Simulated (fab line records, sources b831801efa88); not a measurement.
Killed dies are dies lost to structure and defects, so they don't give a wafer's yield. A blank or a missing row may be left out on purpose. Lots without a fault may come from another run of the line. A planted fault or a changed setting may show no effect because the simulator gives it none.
Chamber matching | flow gf180mcu | GF_POLY_GATE_ETCH_13 on rie_si-02: 4 sister chambers
The step etches poly-Si in HBr/Cl2, stops on SiO2, target depth 198.5 nm, time 69.6 s. 4 wafers are shown with their chamber, then 7 later ones without.

WAFERS WITH THEIR CHAMBER
wafer  | chamber | he_backside_leak_sccm (sccm)
L151.1 | 0       | 2.35
L153.5 | 3       | 2.71
L158.2 | 1       | 3.12
L158.3 | 2       | 2.65

WAFERS WITHOUT THEIR CHAMBER
wafer  | he_backside_leak_sccm (sccm)
L158.5 | 2.68
L161.1 | 2.77
L161.4 | 2.94
L161.5 | 2.58
L169.2 | 2.61
L169.4 | 3.11
L169.5 | 2.45

WHICH CHAMBER EACH WENT THROUGH
wafer  | from the rows above          | in truth
L158.5 | can't be placed: 3 or 2      | 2
L161.1 | can't be placed: 3 or 2      | 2
L161.4 | can't be placed: 1 or 3 or 2 | 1
L161.5 | can't be placed: 2 or 3 or 0 | 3
L169.2 | can't be placed: 2 or 3      | 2
L169.4 | 1                            | 1
L169.5 | can't be placed: 0 or 2 or 3 | 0
Placed correctly: 1 of 7. Can't be placed from these rows: 6 (the true chamber is among the candidates in 6). Placed wrongly: 0.
How it was worked out, from the rows above alone: a wafer's distance from a chamber is the root of the sum, over the readings, of the square of ((its reading less the chamber's mean) divided by the reading's scatter). The wafer belongs to the nearest chamber; if the next one is less than 2 further off, it can't be placed. A chamber's mean is the mean of its shown wafers. The scatter: with one shown wafer a chamber, the root of the mean of the squares of how far each hidden wafer lies from its nearest shown one.
